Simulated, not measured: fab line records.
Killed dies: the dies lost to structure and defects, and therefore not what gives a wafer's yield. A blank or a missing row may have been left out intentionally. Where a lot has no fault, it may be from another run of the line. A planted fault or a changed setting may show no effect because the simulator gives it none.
fab line records -- flow sky130
[record] lots = 11, wafers = 33, lastDay = 50
route steps=708 shown FIELD_ISO@5 PWDE@52 NWELL@78 VT_ADJUST_LVTN@101 PAD_OPEN@708
lots with no fault: from the same line, run without faults
startH: hours from the record's first day to the start of the lot's first wafer shown -- waitH: hours elapsed since this lot's preceding step -- " as in the row above -- L1.1+2: several wafers, shown together as one row -- - no value present, or no start provided -- * or withheld: withheld -- < > ~ a bound
route shown NAME@n: names a module that has steps shown in the file, with the first one's number in the route -- usual: mean and standard deviation over wafers with no fault -- same: alike in all rows -- chamber/n: place in a boat -- sites: each site's reading -- _std_site: the standard deviation of these -- _edge_site: the outer-site mean with the inner-site mean subtracted -- radiusMm: for every site, how far away it sits from the centre of the wafer -- mask NAME#n: copy n -- behind: the last tool/chamber to shape the wafer -- hold: why the lot went on hold/how many hours it stayed there/how the hold came to an end -- device: transistor that didn't switch, given as n, p or np -- end of line: the same wafers' tests at the end of the route -- a step without rows: its recipe alone -- killed: not the wafer's yield, but the dies lost to structure and defects at the first sort -- map: shows each die of a wafer: x if killed, . if not, _ if none is there
set.NAME: the setting that was run; set.NAME@STEP: the one run at that earlier step -- model.NAME: the simulator's own value behind a step, which no gauge read
route steps across a sampled set of lots; one table per step, one row per wafer
services: the hour from which a tool's chamber was out of use, counted from the record's first day as startH (under 0 if before that day), plus the number of hours and why
[[steps]]
[step SKY_FIELD_ISO_THK_MEAS_04]
[recipe] reads = Si3N4_of_FIELD_ISO_CVD_03
[usual] FIELD_ISO_CVD_03_THK = 166.0/1.5
lot.wafer,tool,chamber,startH,waitH,FIELD_ISO_CVD_03_THK[nm]
L995.1,filmMetro-04,-,20.26,0.0,165.6
L995.2,filmMetro-04,-,20.26,0.0,163.0
L995.4,filmMetro-04,-,20.26,0.0,164.9
L996.1,filmMetro-04,-,24.55,0.0,163.0
L996.3,filmMetro-04,-,24.55,0.0,163.8
L996.6,filmMetro-04,-,24.55,0.0,165.1
L102.3,filmMetro-02,-,54.80,0.0,165.9
L102.4,filmMetro-02,-,54.80,0.0,165.1
L102.6,filmMetro-02,-,54.80,0.0,165.5
L103.4,filmMetro-02,-,59.40,0.0,165.6
L103.5,filmMetro-02,-,59.40,0.0,166.2
L103.6,filmMetro-02,-,59.40,0.0,165.6
L106.1,filmMetro-04,-,74.33,0.0,166.7
L106.2,filmMetro-04,-,74.33,0.0,165.4
L106.4,filmMetro-04,-,74.33,0.0,167.6
L112.1,filmMetro-02,-,104.56,0.0,167.6
L112.2,filmMetro-02,-,104.56,0.0,166.5
L112.5,filmMetro-02,-,104.56,0.0,166.9
L113.2,filmMetro-01,-,110.12,0.0,165.4
L113.5,filmMetro-01,-,110.12,0.0,166.9
L113.6,filmMetro-01,-,110.12,0.0,164.7
L114.1,filmMetro-04,-,113.64,0.0,165.3
L114.4,filmMetro-04,-,113.64,0.0,165.5
L114.6,filmMetro-04,-,113.64,0.0,164.8
L115.2,filmMetro-02,-,121.99,0.0,167.9
L115.3,filmMetro-02,-,121.99,0.0,167.1
L115.6,filmMetro-02,-,121.99,0.0,166.6
L116.2,filmMetro-04,-,124.22,0.0,167.8
L116.3,filmMetro-04,-,124.22,0.0,167.7
L116.6,filmMetro-04,-,124.22,0.0,166.4
L117.1,filmMetro-02,-,130.97,0.0,166.2
L117.4,filmMetro-02,-,130.97,0.0,164.8
L117.6,filmMetro-02,-,130.97,0.0,165.3
[step SKY_PWDE_OVL_MEAS_07]
[usual] PWDE_OVL = 0.1/1.4
lot.wafer,tool,chamber,startH,waitH,PWDE_OVL[nm]
L995.1,overlay-02,-,73.94,-,0.4
L995.2,overlay-02,-,73.94,-,-2.9
L995.4,overlay-02,-,73.94,-,-2.5
L996.1,overlay-02,-,79.04,-,-0.4
L996.3,overlay-02,-,79.04,-,-2.0
L996.6,overlay-02,-,79.04,-,-3.1
L102.3,overlay-01,-,112.25,-,1.3
L102.4,overlay-01,-,112.25,-,2.1
L102.6,overlay-01,-,112.25,-,1.1
L103.4,overlay-01,-,123.41,-,0.5
L103.5,overlay-01,-,123.41,-,0.7
L103.6,overlay-01,-,123.41,-,1.1
L106.1,overlay-02,-,135.89,-,-0.2
L106.2,overlay-02,-,135.89,-,0.5
L106.4,overlay-02,-,135.89,-,0.6
L112.1,overlay-02,-,171.89,-,-0.6
L112.2,overlay-02,-,171.89,-,0.5
L112.5,overlay-02,-,171.89,-,0.3
L113.2,overlay-01,-,176.00,-,2.7
L113.5,overlay-01,-,176.00,-,0.3
L113.6,overlay-01,-,176.00,-,1.5
L114.1,overlay-01,-,180.17,-,-0.8
L114.4,overlay-01,-,180.17,-,2.0
L114.6,overlay-01,-,180.17,-,0.1
L115.2,overlay-02,-,187.12,-,0.1
L115.3,overlay-02,-,187.12,-,-2.7
L115.6,overlay-02,-,187.12,-,0.0
L116.2,overlay-02,-,191.18,-,1.7
L116.3,overlay-02,-,191.18,-,-0.7
L116.6,overlay-02,-,191.18,-,2.1
L117.1,overlay-02,-,201.04,-,-1.5
L117.4,overlay-02,-,201.04,-,-1.3
L117.6,overlay-02,-,201.04,-,-2.1
[step SKY_NWELL_STRIP_25]
[recipe] chemistry = O2/N2, powerW = 1400, pressureMtorr = 1500, platenTempC = withheld, o2FlowSccm = 3000, n2FlowSccm = 300, overashFraction = 0.5
[usual] drypumpMotorCurrentA = 5.4/0.45, oesProductAu = 0.722/0.0052, stripTimeToEndpointS = 36.84/0.11
lot.wafer,tool,chamber,startH,waitH,drypumpMotorCurrentA,oesProductAu,rfHoursCounterH,stripTimeToEndpointS
L995.1,plasmaAsher-03,1,109.68,0.1,6.4,0.725,29,36.77
L995.2,plasmaAsher-03,0,109.68,0.1,5.5,0.723,29,36.71
L995.4,plasmaAsher-03,0,109.68,0.1,5.5,0.727,-,36.71
L996.1,plasmaAsher-03,0,114.58,0.1,5.5,0.731,30,36.93
L996.3,plasmaAsher-03,1,114.58,0.1,6.4,0.723,-,37.00
L996.6,plasmaAsher-03,0,114.58,0.1,5.5,0.724,-,36.94
L102.3,plasmaAsher-02,0,151.76,0.1,5.1,0.725,-,37.00
L102.4,plasmaAsher-02,1,151.76,0.1,5.0,0.723,-,37.09
L102.6,plasmaAsher-02,1,151.76,0.1,5.0,0.721,-,36.95
L103.4,plasmaAsher-04,1,162.31,0.1,5.5,0.712,-,36.89
L103.5,plasmaAsher-04,0,162.31,0.1,5.5,0.718,-,36.78
L103.6,plasmaAsher-04,1,162.31,0.1,5.5,0.723,-,37.00
L106.1,plasmaAsher-02,0,175.63,0.1,5.1,0.716,51,36.80
L106.2,plasmaAsher-02,1,175.63,0.1,5.0,0.728,51,36.66
L106.4,plasmaAsher-02,1,175.63,0.1,5.0,0.718,-,36.66
L112.1,plasmaAsher-03,0,215.13,0.1,5.5,0.728,39,36.63
L112.2,plasmaAsher-03,1,215.13,0.1,6.4,0.721,39,36.78
L112.5,plasmaAsher-03,1,215.13,0.1,6.4,0.726,-,36.69
L113.2,plasmaAsher-04,0,217.28,0.1,5.6,0.727,10,36.69
L113.5,plasmaAsher-04,0,217.28,0.1,5.6,0.727,-,36.83
L113.6,plasmaAsher-04,1,217.28,0.1,5.5,0.717,-,36.75
L114.1,plasmaAsher-02,0,223.73,0.1,5.1,0.723,56,36.87
L114.4,plasmaAsher-02,0,223.73,0.1,5.1,0.710,-,36.89
L114.6,plasmaAsher-02,0,223.73,0.1,5.1,0.724,-,36.93
L115.2,plasmaAsher-02,0,232.28,0.1,5.1,0.727,57,36.73
L115.3,plasmaAsher-02,1,232.28,0.1,5.0,0.729,-,36.79
L115.6,plasmaAsher-02,0,232.28,0.1,5.1,0.717,-,36.79
L116.2,plasmaAsher-02,0,236.08,0.1,5.1,0.727,57,36.70
L116.3,plasmaAsher-02,1,236.08,0.1,5.0,0.728,-,36.73
L116.6,plasmaAsher-02,1,236.08,0.1,5.0,0.722,-,36.71
L117.1,plasmaAsher-04,1,246.23,0.1,5.5,0.729,12,36.76
L117.4,plasmaAsher-04,1,246.23,0.1,5.5,0.724,-,36.67
L117.6,plasmaAsher-04,1,246.23,0.1,5.5,0.728,-,36.79
[step SKY_VT_ADJUST_LVTN_EXPOSE_04]
[recipe] maskId = NWM_COMPLEMENT_LESS_NATIVE, na = 0.6, sourceShape = conventional, sigmaOuter = 0.6, polarization = unpolarized, targetCdNm = 840, doseMj = 194
lot.wafer,tool,chamber,startH,waitH,mask
L995.1+2+4,ilineStepper-01,0,137.85,-,NWM_COMPLEMENT_LESS_NATIVE#0
L996.1+3+6,ilineStepper-01,0,143.24,-,NWM_COMPLEMENT_LESS_NATIVE#0
L102.3+4+6,ilineStepper-02,0,182.19,-,NWM_COMPLEMENT_LESS_NATIVE#0
L103.4+5+6,ilineStepper-02,0,194.15,-,HVN_STD_DERIVED#0
L106.1+2+4,ilineStepper-02,0,208.26,-,NWM_COMPLEMENT_LESS_NATIVE#0
L112.1+2+5,ilineStepper-02,0,250.24,-,NWM_COMPLEMENT_LESS_NATIVE#0
L113.2+5+6,ilineStepper-01,0,252.35,-,NWM_COMPLEMENT_LESS_NATIVE#0
L114.1+4+6,ilineStepper-01,0,258.97,-,NWM_COMPLEMENT_LESS_NATIVE#0
L115.2+3+6,ilineStepper-02,0,268.49,-,NWM_COMPLEMENT_LESS_NATIVE#0
L116.2+3+6,ilineStepper-02,0,273.61,-,NWM_COMPLEMENT_LESS_NATIVE#0
L117.1+4+6,ilineStepper-02,0,282.97,-,NWM_COMPLEMENT_LESS_NATIVE#0
[step SKY_VT_ADJUST_LVTN_OVL_MEAS_07]
[usual] VT_ADJUST_LVTN_OVL = 0.3/1.5
lot.wafer,tool,chamber,startH,waitH,VT_ADJUST_LVTN_OVL[nm]
L995.1,overlay-01,-,147.29,-,2.4
L995.2,overlay-01,-,147.29,-,1.9
L995.4,overlay-01,-,147.29,-,0.5
L996.1,overlay-01,-,152.34,-,-1.2
L996.3,overlay-01,-,152.34,-,1.5
L996.6,overlay-01,-,152.34,-,0.9
L102.3,overlay-02,-,192.44,-,0.0
L102.4,overlay-02,-,192.44,-,2.1
L102.6,overlay-02,-,192.44,-,-1.0
L103.4,overlay-02,-,204.64,-,-
L103.5,overlay-02,-,204.64,-,-
L103.6,overlay-02,-,204.64,-,-
L106.1,overlay-01,-,218.34,-,3.9
L106.2,overlay-01,-,218.34,-,1.8
L106.4,overlay-01,-,218.34,-,0.2
L112.1,overlay-02,-,261.44,-,-0.7
L112.2,overlay-02,-,261.44,-,0.0
L112.5,overlay-02,-,261.44,-,0.2
L113.2,overlay-02,-,264.28,-,-0.4
L113.5,overlay-02,-,264.28,-,0.7
L113.6,overlay-02,-,264.28,-,1.6
L114.1,overlay-01,-,270.69,-,0.8
L114.4,overlay-01,-,270.69,-,-0.1
L114.6,overlay-01,-,270.69,-,0.8
L115.2,overlay-02,-,280.34,-,1.1
L115.3,overlay-02,-,280.34,-,2.2
L115.6,overlay-02,-,280.34,-,0.8
L116.2,overlay-02,-,285.10,-,1.7
L116.3,overlay-02,-,285.10,-,2.4
L116.6,overlay-02,-,285.10,-,2.9
L117.1,overlay-01,-,295.39,-,0.1
L117.4,overlay-01,-,295.39,-,-1.7
L117.6,overlay-01,-,295.39,-,1.6
[step SKY_VT_ADJUST_LVTN_TW_MEAS_10]
[usual] VT_ADJUST_LVTN_TW = 241.1/1.3
lot.wafer,tool,chamber,startH,waitH,VT_ADJUST_LVTN_TW
L995.1,filmMetro-02,-,147.58,0.1,239.6
L995.2,filmMetro-02,-,147.58,0.1,240.6
L995.4,filmMetro-02,-,147.58,0.1,241.9
L996.1,filmMetro-03,-,152.63,0.1,240.5
L996.3,filmMetro-03,-,152.63,0.1,239.9
L996.6,filmMetro-03,-,152.63,0.1,239.2
L102.3,filmMetro-04,-,192.73,0.1,243.7
L102.4,filmMetro-04,-,192.73,0.1,243.4
L102.6,filmMetro-04,-,192.73,0.1,243.4
L103.4,filmMetro-03,-,205.09,0.1,30.0
L103.5,filmMetro-03,-,205.09,0.1,30.1
L103.6,filmMetro-03,-,205.09,0.1,30.0
L106.1,filmMetro-02,-,218.62,0.1,238.9
L106.2,filmMetro-02,-,218.62,0.1,239.4
L106.4,filmMetro-02,-,218.62,0.1,240.3
L112.1,filmMetro-03,-,261.73,0.1,241.3
L112.2,filmMetro-03,-,261.73,0.1,241.1
L112.5,filmMetro-03,-,261.73,0.1,240.6
L113.2,filmMetro-04,-,264.57,0.1,242.0
L113.5,filmMetro-04,-,264.57,0.1,241.5
L113.6,filmMetro-04,-,264.57,0.1,243.0
L114.1,filmMetro-03,-,270.98,0.1,241.1
L114.4,filmMetro-03,-,270.98,0.1,240.7
L114.6,filmMetro-03,-,270.98,0.1,240.1
L115.2,filmMetro-04,-,280.63,0.1,242.1
L115.3,filmMetro-04,-,280.63,0.1,242.7
L115.6,filmMetro-04,-,280.63,0.1,242.3
L116.2,filmMetro-04,-,285.39,0.1,241.8
L116.3,filmMetro-04,-,285.39,0.1,241.6
L116.6,filmMetro-04,-,285.39,0.1,242.9
L117.1,filmMetro-03,-,295.68,0.1,241.1
L117.4,filmMetro-03,-,295.68,0.1,241.5
L117.6,filmMetro-03,-,295.68,0.1,240.5
[step SKY_VT_ADJUST_LVTN_TW_MEAS_21]
[usual] VT_ADJUST_LVTN_2_TW = 187.8/0.74
lot.wafer,tool,chamber,startH,waitH,VT_ADJUST_LVTN_2_TW
L995.1,filmMetro-04,-,167.51,0.1,188.0
L995.2,filmMetro-04,-,167.51,0.1,188.7
L995.4,filmMetro-04,-,167.51,0.1,189.0
L996.1,filmMetro-04,-,172.51,0.1,188.2
L996.3,filmMetro-04,-,172.51,0.1,187.8
L996.6,filmMetro-04,-,172.51,0.1,188.2
L102.3,filmMetro-03,-,214.58,0.1,188.7
L102.4,filmMetro-03,-,214.58,0.1,188.5
L102.6,filmMetro-03,-,214.58,0.1,189.4
L103.4,filmMetro-04,-,227.39,0.1,268.6
L103.5,filmMetro-04,-,227.39,0.1,269.2
L103.6,filmMetro-04,-,227.39,0.1,268.5
L106.1,filmMetro-04,-,240.93,0.1,188.1
L106.2,filmMetro-04,-,240.93,0.1,188.6
L106.4,filmMetro-04,-,240.93,0.1,187.9
L112.1,filmMetro-03,-,287.12,0.1,187.6
L112.2,filmMetro-03,-,287.12,0.1,186.6
L112.5,filmMetro-03,-,287.12,0.1,186.9
L113.2,filmMetro-04,-,289.34,0.1,188.0
L113.5,filmMetro-04,-,289.34,0.1,187.8
L113.6,filmMetro-04,-,289.34,0.1,188.0
L114.1,filmMetro-03,-,295.92,0.1,187.8
L114.4,filmMetro-03,-,295.92,0.1,188.2
L114.6,filmMetro-03,-,295.92,0.1,186.6
L115.2,filmMetro-02,-,305.63,0.1,187.5
L115.3,filmMetro-02,-,305.63,0.1,187.2
L115.6,filmMetro-02,-,305.63,0.1,187.6
L116.2,filmMetro-03,-,310.93,0.1,187.2
L116.3,filmMetro-03,-,310.93,0.1,187.5
L116.6,filmMetro-03,-,310.93,0.1,187.6
L117.1,filmMetro-02,-,320.87,0.1,186.3
L117.4,filmMetro-02,-,320.87,0.1,185.8
L117.6,filmMetro-02,-,320.87,0.1,186.3
[step SKY_PAD_OPEN_PROBE_99]
[usual] killed_at_M0_to_M3 = 44/7.8, killed_at_M4_up = 3.1/1.7, killedAtContacts = 25/5.1, killedAtFrontEnd = 15/4.4, killedAtOther = 0.5/0.68, killedDies = 88/9.9, killedOnRim = 17/3.9, killedOpen = 48/6.9, killedShort = 39/6.5
[same] grossDies = 492, killedAtBackSide = 0
lot.wafer,tool,chamber,startH,waitH,killed_at_M0_to_M3,killed_at_M4_up,killedAtContacts,killedAtFrontEnd,killedAtOther,killedDies,killedOnRim,killedOpen,killedShort
L995.1,prober-01,-,1081.11,0.1,44,2,31,9,0,86,17,51,35
L995.2,prober-01,-,1081.16,0.1,54,4,23,15,1,97,19,47,50
L995.4,prober-01,-,1081.26,0.2,40,5,33,16,1,95,18,39,56
L996.1,prober-02,-,1082.41,0.1,33,3,30,13,2,81,16,49,30
L996.3,prober-02,-,1082.51,0.2,46,4,21,18,1,90,17,47,42
L996.6,prober-02,-,1082.66,0.2,44,3,31,11,1,90,19,47,42
L102.3,prober-02,-,1120.04,0.2,56,5,27,17,1,106,24,64,41
L102.4,prober-02,-,1120.09,0.2,59,2,27,5,0,93,18,47,45
L102.6,prober-02,-,1120.19,0.2,44,3,23,24,1,95,16,52,42
L103.4,prober-01,-,1132.74,0.2,48,5,20,418,1,492,96,52,36
L103.5,prober-01,-,1132.79,0.2,28,2,30,431,1,492,96,50,28
L103.6,prober-01,-,1132.84,0.2,44,1,33,414,0,492,96,47,42
L106.1,prober-01,-,1144.02,0.1,44,3,20,16,0,83,13,41,41
L106.2,prober-01,-,1144.07,0.1,43,1,12,16,0,72,12,36,36
L106.4,prober-01,-,1144.17,0.2,54,1,27,14,0,96,14,40,54
L112.1,prober-02,-,1177.17,0.1,43,2,22,15,1,83,15,40,43
L112.2,prober-02,-,1177.22,0.1,47,2,25,22,0,96,20,53,43
L112.5,prober-02,-,1177.37,0.2,32,3,17,16,0,68,17,30,38
L114.1,prober-01,-,1181.80,0.1,46,1,32,14,3,96,20,54,39
L114.4,prober-01,-,1181.95,0.2,49,2,23,19,1,94,18,49,43
L114.6,prober-01,-,1182.05,0.2,46,4,27,16,0,93,20,55,35
L113.2,prober-02,-,1181.85,0.1,60,3,23,22,0,108,21,52,55
L113.5,prober-02,-,1182.00,0.2,40,2,28,9,3,82,14,44,36
L113.6,prober-02,-,1182.05,0.2,47,4,22,12,1,86,15,44,41
L115.2,prober-02,-,1189.36,0.1,46,2,20,15,0,83,18,47,36
L115.3,prober-02,-,1189.41,0.2,49,0,33,16,0,98,13,54,44
L115.6,prober-02,-,1189.56,0.2,45,2,24,23,0,94,12,52,42
L116.2,prober-01,-,1191.75,0.1,42,2,19,16,0,79,12,40,38
L116.3,prober-01,-,1191.80,0.2,39,4,19,23,0,85,21,46,39
L116.6,prober-01,-,1191.95,0.2,35,5,26,9,0,75,13,40,34
L117.1,prober-02,-,1196.02,0.1,36,2,19,12,0,69,14,39,29
L117.4,prober-02,-,1196.17,0.2,51,7,31,21,1,111,19,56,53
L117.6,prober-02,-,1196.27,0.2,42,1,29,17,1,90,16,51,39
// killed by level:class
L995.1 VIA1:geometricParticle:open=16 CONTACT:geometricParticle:open=9 LI_CONTACT:geometricParticle:open=8 CONTACT:geometricParticle:short=7 VIA3:geometricParticle:open=7 VIA1:geometricParticle:short=5 LOCAL_INTERCONNECT:geometricParticle:short=4 VIA2:geometricParticle:open=4
L995.2 METAL1:geometricParticle:short=13 VIA3:geometricParticle:open=10 CONTACT:geometricParticle:open=9 VIA1:geometricParticle:open=9 LI_CONTACT:geometricParticle:open=5 VIA1:geometricParticle:short=5 POLY_GATE:geometricParticle:open=4 LOCAL_INTERCONNECT:geometricParticle:short=4
L995.4 CONTACT:geometricParticle:open=11 CONTACT:geometricParticle:short=9 METAL2:geometricParticle:short=9 FIELD_ISO:geometricParticle:short=7 VIA1:geometricParticle:open=7 LOCAL_INTERCONNECT:geometricParticle:short=5 LI_CONTACT:geometricParticle:open=4 VIA1:geometricParticle:short=4
L996.1 CONTACT:geometricParticle:open=12 LI_CONTACT:geometricParticle:open=11 VIA3:geometricParticle:open=7 VIA1:geometricParticle:short=6 FIELD_ISO:geometricParticle:open=4 POLY_GATE:geometricParticle:open=4 VIA1:geometricParticle:open=4 METAL2:geometricParticle:short=4
L996.3 POLY_GATE:geometricParticle:open=7 CONTACT:geometricParticle:open=7 VIA2:geometricParticle:open=7 VIA3:geometricParticle:open=7 VIA1:geometricParticle:open=6 METAL1:geometricParticle:short=6 LI_CONTACT:geometricParticle:open=6 VIA2:geometricParticle:short=6
L996.6 CONTACT:geometricParticle:open=15 METAL1:geometricParticle:short=7 VIA1:geometricParticle:open=7 VIA1:geometricParticle:short=7 LI_CONTACT:geometricParticle:open=6 VIA3:geometricParticle:short=6 CONTACT:geometricParticle:short=5 VIA3:geometricParticle:open=5
L102.3 VIA1:geometricParticle:open=14 CONTACT:geometricParticle:open=11 VIA3:geometricParticle:open=10 METAL1:geometricParticle:short=8 VIA2:geometricParticle:open=7 FIELD_ISO:geometricParticle:open=6 LI_CONTACT:geometricParticle:open=6 VIA3:geometricParticle:short=5
L102.4 LI_CONTACT:geometricParticle:open=11 VIA1:geometricParticle:open=10 METAL2:geometricParticle:short=9 VIA1:geometricParticle:short=8 CONTACT:geometricParticle:open=7 METAL1:geometricParticle:short=6 CONTACT:geometricParticle:short=5 VIA2:geometricParticle:open=5
L102.6 CONTACT:geometricParticle:open=12 VIA3:geometricParticle:open=11 VIA1:geometricParticle:open=9 VIA1:geometricParticle:short=6 FIELD_ISO:geometricParticle:short=5 POLY_GATE:geometricParticle:short=5 CONTACT:geometricParticle:short=5 FIELD_ISO:geometricParticle:open=4
L103.4 VT_ADJUST_LVTN:areaExpose=403 VIA3:geometricParticle:open=14 VIA1:geometricParticle:open=9 LI_CONTACT:geometricParticle:open=7 VIA2:geometricParticle:short=6 VIA2:geometricParticle:open=6 FIELD_ISO:geometricParticle:open=5 CONTACT:geometricParticle:open=5
L103.5 VT_ADJUST_LVTN:areaExpose=412 LI_CONTACT:geometricParticle:open=13 VIA1:geometricParticle:open=9 CONTACT:geometricParticle:open=8 FIELD_ISO:geometricParticle:short=7 FIELD_ISO:geometricParticle:open=5 POLY_GATE:geometricParticle:open=5 VIA3:geometricParticle:open=5
L103.6 VT_ADJUST_LVTN:areaExpose=403 LI_CONTACT:geometricParticle:open=14 VIA1:geometricParticle:open=12 LI_CONTACT:geometricParticle:short=7 CONTACT:geometricParticle:open=6 METAL1:geometricParticle:short=6 CONTACT:geometricParticle:short=5 VIA3:geometricParticle:open=5
L106.1 VIA2:geometricParticle:open=9 VIA1:geometricParticle:open=9 CONTACT:geometricParticle:open=7 POLY_GATE:geometricParticle:short=6 METAL1:geometricParticle:short=6 FIELD_ISO:geometricParticle:open=4 FIELD_ISO:geometricParticle:short=4 LOCAL_INTERCONNECT:geometricParticle:short=4
L106.2 VIA3:geometricParticle:short=7 LI_CONTACT:geometricParticle:open=6 VIA1:geometricParticle:open=6 METAL1:geometricParticle:short=6 VIA3:geometricParticle:open=5 VIA2:geometricParticle:open=5 FIELD_ISO:geometricParticle:short=4 POLY_GATE:geometricParticle:open=4
L106.4 VIA1:geometricParticle:open=11 LOCAL_INTERCONNECT:geometricParticle:short=9 CONTACT:geometricParticle:short=9 VIA2:geometricParticle:open=8 METAL2:geometricParticle:short=7 VIA3:geometricParticle:open=7 METAL1:geometricParticle:short=7 VIA1:geometricParticle:short=6
L112.1 VIA1:geometricParticle:open=9 METAL1:geometricParticle:short=8 METAL2:geometricParticle:short=8 CONTACT:geometricParticle:open=7 LI_CONTACT:geometricParticle:open=6 FIELD_ISO:geometricParticle:open=5 CONTACT:geometricParticle:short=5 VIA1:geometricParticle:short=5
L112.2 VIA1:geometricParticle:open=10 CONTACT:geometricParticle:open=9 FIELD_ISO:geometricParticle:short=8 VIA2:geometricParticle:open=8 VIA1:geometricParticle:short=7 VIA3:geometricParticle:open=7 LI_CONTACT:geometricParticle:open=6 CONTACT:geometricParticle:short=6
L112.5 METAL1:geometricParticle:short=10 CONTACT:geometricParticle:open=6 METAL2:geometricParticle:short=5 FIELD_ISO:geometricParticle:open=5 METAL3:geometricParticle:short=5 VIA1:geometricParticle:open=4 LI_CONTACT:geometricParticle:open=3 LOCAL_INTERCONNECT:geometricParticle:short=3
L114.1 CONTACT:geometricParticle:open=12 VIA1:geometricParticle:open=11 VIA2:geometricParticle:open=8 VIA3:geometricParticle:open=7 LI_CONTACT:geometricParticle:open=6 METAL1:geometricParticle:short=6 LI_CONTACT:geometricParticle:short=5 CONTACT:geometricParticle:short=5
L113.2 VIA1:geometricParticle:open=16 METAL1:geometricParticle:short=11 VIA1:geometricParticle:short=11 CONTACT:geometricParticle:open=9 POLY_GATE:geometricParticle:open=8 POLY_GATE:geometricParticle:short=8 LI_CONTACT:geometricParticle:open=6 VIA3:geometricParticle:open=5
L114.4 VIA1:geometricParticle:open=17 VIA2:geometricParticle:open=9 METAL2:geometricParticle:short=7 LOCAL_INTERCONNECT:geometricParticle:short=7 CONTACT:geometricParticle:open=6 VIA3:geometricParticle:short=6 LI_CONTACT:geometricParticle:open=5 VIA3:geometricParticle:open=5
L113.5 VIA1:geometricParticle:open=10 LOCAL_INTERCONNECT:geometricParticle:short=7 CONTACT:geometricParticle:open=7 VIA3:geometricParticle:open=7 LI_CONTACT:geometricParticle:open=6 METAL2:geometricParticle:short=5 METAL1:geometricParticle:short=4 FIELD_ISO:geometricParticle:open=3
L113.6 CONTACT:geometricParticle:open=10 VIA3:geometricParticle:open=8 VIA1:geometricParticle:open=7 METAL1:geometricParticle:short=6 METAL2:geometricParticle:short=6 LI_CONTACT:geometricParticle:open=5 VIA3:geometricParticle:short=5 VIA2:geometricParticle:open=4
L114.6 VIA3:geometricParticle:open=12 CONTACT:geometricParticle:open=9 VIA1:geometricParticle:open=8 VIA2:geometricParticle:open=7 POLY_GATE:geometricParticle:open=5 LI_CONTACT:geometricParticle:open=5 CONTACT:geometricParticle:short=5 VIA3:geometricParticle:short=5
L115.2 VIA1:geometricParticle:open=14 VIA3:geometricParticle:open=9 VIA1:geometricParticle:short=8 LI_CONTACT:geometricParticle:open=6 POLY_GATE:geometricParticle:open=5 METAL2:geometricParticle:short=5 FIELD_ISO:geometricParticle:short=4 CONTACT:geometricParticle:open=4
L115.3 VIA1:geometricParticle:open=15 CONTACT:geometricParticle:open=11 LI_CONTACT:geometricParticle:open=9 VIA1:geometricParticle:short=8 METAL1:geometricParticle:short=8 CONTACT:geometricParticle:short=7 FIELD_ISO:geometricParticle:open=6 VIA2:geometricParticle:open=6
L115.6 VIA1:geometricParticle:open=16 CONTACT:geometricParticle:open=12 FIELD_ISO:geometricParticle:short=8 VIA1:geometricParticle:short=7 VIA3:geometricParticle:open=7 CONTACT:geometricParticle:short=6 FIELD_ISO:geometricParticle:open=5 METAL1:geometricParticle:short=5
L116.2 VIA1:geometricParticle:open=12 VIA3:geometricParticle:open=8 METAL1:geometricParticle:short=6 LOCAL_INTERCONNECT:geometricParticle:short=6 POLY_GATE:geometricParticle:short=5 LI_CONTACT:geometricParticle:open=5 CONTACT:geometricParticle:open=5 FIELD_ISO:geometricParticle:short=4
L116.3 CONTACT:geometricParticle:open=12 FIELD_ISO:geometricParticle:open=9 POLY_GATE:geometricParticle:short=6 METAL2:geometricParticle:short=6 METAL1:geometricParticle:short=6 VIA1:geometricParticle:open=6 FIELD_ISO:geometricParticle:short=5 LI_CONTACT:geometricParticle:open=4
L116.6 VIA1:geometricParticle:open=9 LI_CONTACT:geometricParticle:open=7 CONTACT:geometricParticle:open=7 LI_CONTACT:geometricParticle:short=6 VIA2:geometricParticle:open=6 CONTACT:geometricParticle:short=4 METAL3:geometricParticle:short=4 METAL4:geometricParticle:short=3
L117.1 LI_CONTACT:geometricParticle:open=8 METAL2:geometricParticle:short=7 VIA2:geometricParticle:open=6 VIA1:geometricParticle:open=6 VIA3:geometricParticle:open=6 FIELD_ISO:geometricParticle:open=5 CONTACT:geometricParticle:short=4 VIA1:geometricParticle:short=4
L117.4 CONTACT:geometricParticle:open=15 METAL1:geometricParticle:short=10 VIA2:geometricParticle:open=9 FIELD_ISO:geometricParticle:short=7 VIA1:geometricParticle:open=7 VIA3:geometricParticle:open=6 LI_CONTACT:geometricParticle:open=5 POLY_GATE:geometricParticle:open=5
L117.6 LI_CONTACT:geometricParticle:open=12 VIA1:geometricParticle:open=11 VIA2:geometricParticle:open=10 FIELD_ISO:geometricParticle:open=7 CONTACT:geometricParticle:short=7 FIELD_ISO:geometricParticle:short=5 LI_CONTACT:geometricParticle:short=5 METAL2:geometricParticle:short=5
[[services]]
tool,chamber,startH,hours,kind
ilineStepper-02,-,97.66,1.7,pm
plasmaAsher-03,-,98.55,0.9,repair
ilineStepper-02,0,104.74,-,calibration
plasmaAsher-04,-,108.75,9.0,pm
plasmaAsher-04,0,108.75,9.0,ventCycle
plasmaAsher-04,1,108.75,9.0,ventCycle
plasmaAsher-04,0,117.75,-,clean
plasmaAsher-04,1,117.75,-,clean
ilineStepper-01,0,138.77,-,calibration
ilineStepper-02,-,156.70,3.8,repair
plasmaAsher-04,-,166.90,2.8,pm
plasmaAsher-03,-,176.04,9.6,pm
plasmaAsher-03,-,249.57,1.1,repair
ilineStepper-02,-,254.06,2.2,repair
plasmaAsher-03,-,256.39,6.4,repair
ilineStepper-01,-,261.41,2.1,pm
ilineStepper-01,-,263.50,-,consumableReplace:lamp
ilineStepper-01,-,265.76,1.7,pm
[[key]]
[firstSign] step = SKY_VT_ADJUST_LVTN_EXPOSE_04, reading = mask, direction = changed
[effect] step = SKY_VT_ADJUST_LVTN_OVL_MEAS_07, reading = VT_ADJUST_LVTN_OVL, direction = missing
[effect] step = SKY_VT_ADJUST_LVTN_TW_MEAS_10, reading = VT_ADJUST_LVTN_TW, direction = down, sigmas = 99+, usual = 241.1, struck = 30.0
[effect] step = SKY_VT_ADJUST_LVTN_TW_MEAS_21, reading = VT_ADJUST_LVTN_2_TW, direction = up, sigmas = 99+, usual = 187.8, struck = 268.8
[effect] step = SKY_PAD_OPEN_PROBE_99, reading = killedAtFrontEnd, direction = up, sigmas = 91, usual = 15, struck = 421
[moreKillsBornAt] SKY_VT_ADJUST_LVTN_EXPOSE_04@ilineStepper-02 = 1218
metAt SKY_VT_ADJUST_LVTN_EXPOSE_04
struckLots L103
testerLeftOut L103
notActingAt SKY_FIELD_ISO_THK_MEAS_04,SKY_PWDE_OVL_MEAS_07,SKY_NWELL_STRIP_25
onsetBetween 182.19 194.15
[fault] kind = wrongMask, tool = any, chamber = -, onsetH = 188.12, steps = SKY_VT_ADJUST_LVTN_EXPOSE_04, auxCopy = HVN_STD_DERIVED#0, scope = struckLotsOnly
// testerLeftOut: of these lots the tester's yield and bins aren't shown, on N5 and GAA mostly nor the transistor test; their killed dies are dies lost to structure and defects alone, not to doping, threshold or leakage, so they don't give the yield
